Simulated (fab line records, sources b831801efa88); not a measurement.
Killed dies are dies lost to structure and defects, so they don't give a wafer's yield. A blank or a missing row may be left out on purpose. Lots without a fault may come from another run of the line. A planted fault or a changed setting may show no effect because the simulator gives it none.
A struck lot beside a sound one | flow sky130 | 15 steps out of a route of 708
Sound: wafers L880.1, L880.2, L880.6. Struck: wafer L893.4. (L893.5 of the same lot was not struck and is left out.) The cause comes at the end.
At each step with rows: each side's tool, then ch and its chambers, then its first start. Under that, the readings that differ: sound wafers | struck wafers | difference of the means | sigmas: that difference in standard deviations of wafers without a fault.
alike: readings whose means differ by less than 2 such deviations, and words and numbers that are the same on both sides. not compared: withheld readings, readings that some wafer has no value for, bounds like >300 that may hide the same value, and numbers for which the record gives no deviation and whose values overlap.
The two part at a step that has a row with sigmas, a row that says differs or no value, or rows on one side only. Numbers that don't overlap but have no deviation are shown without sigmas and don't part them. A reading that every wafer of one side lacks parts them only if that side has two wafers or more.

first, 4 steps without rows for these wafers: SKY_VIA2_STRIP_17 (strips in post etch residue remover, time 1200 s); SKY_VIA2_CLEAN_18 (cleans in IPA, time 180 s); SKY_VIA2_CLEAN_19 (cleans in O3/DIW); SKY_VIA2_SPUTTER_20 (material TiN, target thk 20 nm, time 80 s).
SKY_VIA2_CVD_21: deposits W, target thk 420 nm, time 126.4 s.
  sound on cvd_w-01 ch 0,1, day 37 06:20; struck on cvd_w-02 ch 0, day 40 14:50
  alike: heater_power_w
SKY_VIA2_RS_MEAS_22: measures by four-point-probe.
  sound on film_metro-02, day 37 06:28; struck on film_metro-03, day 40 14:59
  alike: VIA2_W_RS
SKY_VIA2_THK_MEAS_23: measures by xrf.
  sound on film_metro-02, day 37 06:35; struck on film_metro-03, day 40 15:04
  alike: VIA2_W_THK
SKY_VIA2_CMP_24: polishes, stops on SiO2, t overpolish 20 s, target thk 0 nm.
  sound on cmp-01 ch 0,3, day 37 06:38; struck on cmp-02 ch 0, day 40 15:15
  alike: motor_current_A, overpolish_run_s, time_to_endpoint_s
SKY_METAL3_SPUTTER_00: material Ti, target thk 15 nm, time 10 s.
  sound on pvd_sputter-04, day 37 06:56; struck on pvd_sputter-02, day 40 15:24
  alike: throttle_valve_pct
SKY_METAL3_SPUTTER_01: material TiN, target thk 20 nm, time 16.7 s.
  sound on pvd_sputter-04, day 37 06:58; struck on pvd_sputter-02, day 40 15:25
  alike: throttle_valve_pct
then, 1 step without rows for these wafers: SKY_METAL3_SPUTTER_02 (material AlCu, target thk 735 nm, time 39.1 s).
SKY_METAL3_SPUTTER_03: material Ti, target thk 5 nm, time 3.3 s.
  sound on pvd_sputter-04, day 37 07:02; struck on pvd_sputter-02, day 40 15:29
  alike: throttle_valve_pct
SKY_METAL3_SPUTTER_04: material TiN, target thk 70 nm, time 58.3 s.
  sound on pvd_sputter-04, day 37 07:04; struck on pvd_sputter-02, day 40 15:31
  reading                                    | sound             | struck | difference | sigmas
  model.TiN_of_METAL3_SPUTTER_04.thk_nm (nm) | 70.72 69.78 70.64 | 101.6  | +31.2      |
  alike: throttle_valve_pct
then, 1 step without rows for these wafers: SKY_CAPM_CVD_00 (deposits SiO2, target thk 15.5 nm).
-- the record jumps here: 9 days lie between the struck wafers' starts before and after (it left off in module CAPM and takes up again in module PAD_OPEN, whose first step shown is number 708 of the route) --
SKY_PAD_OPEN_PROBE_99:
  sound on prober-02, day 46 13:17; struck on prober-02, day 49 04:15
  reading                       | sound            | struck | difference | sigmas
  killed_open                   | 58 41 44         | 63     | +15        | +2
  model.etest.via3_chain.rc_ohm | 9.566 9.382 9.71 | 11.03  | +1.48      |
  alike: defect_limited_yield, killed_at_M0_to_M3, killed_at_M4_up, killed_at_contacts, killed_at_front_end, killed_at_other, killed_dies, killed_short, sort_bin_3_pad_short, sort_bin_5_function, sort_bin_6_memory, sort_n_pass, sort_yield_pct

WHERE THEY PART
Only at SKY_PAD_OPEN_PROBE_99, within this record.

WHY: what the simulator had put in
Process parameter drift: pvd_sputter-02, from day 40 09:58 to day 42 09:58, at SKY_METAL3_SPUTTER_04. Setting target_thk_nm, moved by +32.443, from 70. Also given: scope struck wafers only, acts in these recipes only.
